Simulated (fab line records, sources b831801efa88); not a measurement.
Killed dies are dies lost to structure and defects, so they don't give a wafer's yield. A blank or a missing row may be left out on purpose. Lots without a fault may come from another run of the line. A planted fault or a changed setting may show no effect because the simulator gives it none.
Problem report in the 8D (eight disciplines) form, filled by code | flow gf180mcu | the parts of the form that need people (team, actions taken, sign-off) are left out

1. THE PROBLEM
cathode_dc_power_W at GF_V2_SPUTTER_21 reads a mean of 2297.7 W on 2 wafers of 1 lot; wafers without a fault read 2500.0 W with a standard deviation of 0.4. That is -99 or more standard deviations from the usual mean.
The step: material Ti, target thk 15 nm, time 80.02 s.
First seen on wafer L332.1, day 24 05:21, on pvd_sputter-03. The record holds 15 wafers of 5 lots with a number at this step. Rule for "out", or "out of limits": more than 4 standard deviations from the usual mean. The other wafers with a number count as sound.

2. WHAT IT IS AND WHAT IT IS NOT
question                    | is                 | is not
which readings at this step | cathode_dc_power_W | throttle_valve_pct
which lots                  | L332               | L325, L328, L339, L343
which wafers of those lots  | L332.1, L332.6     | L332.5
read on which tools         | pvd_sputter-03     | pvd_sputter-02
when                        | from day 24 05:21  | up to then (7 sound wafers); but 6 sound wafers of L339, L343 came after

3. SUSPECTS, AND WHAT RULES EACH OUT
Counting: a tool at a process step up to the reading stays a suspect if it ran every lot that is out. Sound lots after the first of them don't rule it out here, since some wafers of a struck lot are sound.
- rie_diel-04 at GF_V2_ETCH_16 (etches BARC in N2/H2): kept. It ran the lot that is out, L332 (day 24 04:39); its last sound lot up to then is L325 (day 20 12:28).
- rie_diel-04 at GF_V2_ETCH_17 (etches SiO2 in C4F8/O2/Ar, stops on TiN, target depth 630 nm): kept. It ran the lot that is out, L332 (day 24 04:47); its last sound lot up to then is L325 (day 20 12:35). GF_V2_ETCH_17 gives no start for some lots, so the hours and the order of its lots are those of GF_V2_STRIP_18.
- plasma_asher-01 at GF_V2_STRIP_18 (strips in O2/N2): kept. It ran the lot that is out, L332 (day 24 04:47); its last sound lot up to then is L328 (day 22 05:31).
- pvd_sputter-03 at GF_V2_SPUTTER_21 (material Ti, target thk 15 nm, time 80.02 s): kept. It ran the lot that is out, L332 (day 24 05:21); its last sound lot up to then is L328 (day 22 06:03). Its own readings are out on those wafers: cathode_dc_power_W.
- Within rie_diel-04 at GF_V2_ETCH_16: the wafers that are out ran in chamber 1; their sound lot-mates ran in chamber 2.
- Within rie_diel-04 at GF_V2_ETCH_17: the wafers that are out ran in chamber 1; their sound lot-mates ran in chamber 2.
- Within plasma_asher-01 at GF_V2_STRIP_18: the wafers that are out ran in chamber 1; their sound lot-mates ran in chamber 0.
Left after counting: rie_diel-04 at GF_V2_ETCH_16, rie_diel-04 at GF_V2_ETCH_17, plasma_asher-01 at GF_V2_STRIP_18, pvd_sputter-03 at GF_V2_SPUTTER_21.

4. THE CAUSE (what the simulator had put in)
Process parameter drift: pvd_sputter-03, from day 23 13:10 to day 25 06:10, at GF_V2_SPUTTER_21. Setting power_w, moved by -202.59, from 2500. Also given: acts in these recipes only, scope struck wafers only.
Counting left 4 suspects, and this tool is among them.

5. THE CHAIN OF EFFECTS, in route order
Each row: a reading whose mean over the struck wafers that have a number lies more than 3 standard deviations from the usual. Only readings for which the record gives a usual standard deviation are gone through. hours: the time from each lot's start at the first step in this table that gives one to its start at this step, as a median over the lots. sigmas: the change in usual standard deviations.
hours | step             | reading            | usual    | on struck wafers | change | sigmas
0     | GF_V2_SPUTTER_21 | cathode_dc_power_W | 2500.0 W | 2297.7           | -202.3 | -99 or more
The process steps in it:
- GF_V2_SPUTTER_21: material Ti, target thk 15 nm, time 80.02 s.

6. WHAT WOULD HAVE CAUGHT IT SOONER
In this record the first reading out of limits was taken at day 24 05:21, 16 hours after the fault began at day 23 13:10.
